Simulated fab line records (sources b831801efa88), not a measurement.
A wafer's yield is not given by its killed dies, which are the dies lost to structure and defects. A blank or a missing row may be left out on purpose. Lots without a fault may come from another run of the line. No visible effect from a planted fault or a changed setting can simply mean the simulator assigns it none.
Problem report in the 8D (eight disciplines) form, filled by code -- flow sfq-line -- the parts of the form that need people (team, actions taken, sign-off) are left out

== 1. THE PROBLEM ==
At SFQ_TRILAYER_I7_VIA_LITHO_COAT_192, spin-speed-rpm averages 3098.5 rpm over 5 wafers from 2 lots, while fault-free wafers read 3000.0 rpm, standard deviation 2. That is +49 standard deviations from the usual mean.
The step: resist thk 62 nm.
First observed at day 67 05:10: wafer L487.2, on litho-track-04. The record holds 41 wafers of 14 lots with a number at this step. Rule for "out", or "out of limits": more than 4 standard deviations from the usual mean. Any other wafer with a number is counted as sound.

== 2. WHAT IT IS, AND WHAT IT ISN'T ==
question,is,is not
which readings at this step,spin-speed-rpm,-
which lots,"L487, L488","L475, L476, L477, L478, L480, L486, L489, L492, L494, L496, L497, L498"
which wafers of those lots,all that have a number,-
read on which tools,litho-track-04,"litho-track-02, litho-track-03"
when,from day 67 05:10,"up to then (18 sound wafers); but 18 sound wafers of L489, L492, L494, L496, L497, L498 came after"

== 3. THE SUSPECTS, EACH WITH WHAT RULES IT OUT ==
Counting: any tool at a process step up to the reading is kept as a suspect provided that every lot that is out went through it and no sound lot did after the first of them.
- litho-track-04 at SFQ_TRILAYER_I7_VIA_LITHO_COAT_192 (resist thk 62 nm): ruled out as a lasting fault. The sound lots L496 went through it after L487, its earliest lot that is out (day 67 05:10).
Left after counting: nothing in the record.

== 4. THE CAUSE (what the simulator had put in) ==
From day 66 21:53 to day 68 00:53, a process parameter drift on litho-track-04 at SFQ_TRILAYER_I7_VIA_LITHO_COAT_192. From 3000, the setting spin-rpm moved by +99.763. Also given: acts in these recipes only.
Counting ruled it out, wrongly.

== 5. SEQUENCE OF EFFECTS, ordered by route ==
One row per reading whose mean, taken over the struck wafers that have a number, lies over 3 standard deviations from the usual. Readings are gone through only where the record gives a usual standard deviation; hours: the median, over the lots, of the time from a lot's start at the first step in this table giving one to that lot's start at this step; sigmas: the change measured in usual standard deviations.
hours,step,reading,usual,on struck wafers,change,sigmas
0,SFQ_TRILAYER_I7_VIA_LITHO_COAT_192,spin-speed-rpm,3000.0 rpm,3098.5,+98.5,+49
It contains these process steps:
- SFQ_TRILAYER_I7_VIA_LITHO_COAT_192: resist thk 62 nm.
Later steps that measure or inspect, where all struck wafers having a row at the step show a number for every such reading and not one has moved that far: SFQ_M8_THK_MEAS_950.

== 6. WHAT WOULD HAVE CAUGHT IT SOONER ==
The fault began at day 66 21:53; the first out-of-limits reading in this record came at day 67 05:10, 7 hours later.
